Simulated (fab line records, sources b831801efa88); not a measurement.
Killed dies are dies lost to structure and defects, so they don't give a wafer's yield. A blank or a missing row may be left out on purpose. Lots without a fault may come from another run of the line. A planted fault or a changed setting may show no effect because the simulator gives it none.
Which tool did it? | flow sky130 | 7 lots, 21 wafers sampled, at 2 steps of a route of 708

WHAT THE GAUGES READ, wafer by wafer
SKY_NWELL_TW_MEAS_26.
lot  | measured     | on            | NWELL_2_TW
L728 | day 6 01:01  | film_metro-03 | 498 500 500
L732 | day 6 23:31  | film_metro-02 | 504 501 502
L734 | day 7 10:33  | film_metro-04 | 496 499 497
L736 | day 7 19:23  | film_metro-02 | 505 505 506
L738 | day 8 08:37  | film_metro-04 | 499 499 500
L743 | day 9 17:46  | film_metro-04 | 496 495 497
L748 | day 11 06:25 | film_metro-04 | 498 498 502

WHICH TOOL RAN EACH LOT (tool, then ch and the chambers of the sampled wafers, then the start)
lot  | SKY_FIELD_ISO_ETCH_17
L728 | rie_si-02 ch 0,1,2, day 2 14:56
L732 | rie_si-02 ch 0,3, day 3 17:26
L734 | rie_si-01 ch 0,1,2, day 4 01:14
L736 | rie_si-01 ch 0,1, day 4 10:14
L738 | rie_si-01 ch 1,2,3, day 4 21:50
L743 | rie_si-01 ch 0,1,3, day 5 21:44
L748 | rie_si-02 ch 1,2,3, day 7 02:02
- SKY_FIELD_ISO_ETCH_17: etches Si in HBr/Cl2/O2, target depth 342 nm, time 97.7 s.

THE ANSWER, worked out from the rows above alone
Rule: what is usual is taken from the lots themselves. Put in order of their means at a reading, lots are off if they are a third of the lots or fewer, leave a main group of 4 or more, and stand apart from it by a gap of 3 or more times the standard deviation of the main group's means; of several such gaps the widest counts. A main group whose means are all the same, to the digits that the tables above print for the reading, isn't used. A lot without any number at a reading at which 4 lots or more have one is off too. The other lots that the step has rows for count as sound.
No lot is off at any reading shown: from this, nothing can be told.

WHAT THE SIMULATOR HAD PUT IN
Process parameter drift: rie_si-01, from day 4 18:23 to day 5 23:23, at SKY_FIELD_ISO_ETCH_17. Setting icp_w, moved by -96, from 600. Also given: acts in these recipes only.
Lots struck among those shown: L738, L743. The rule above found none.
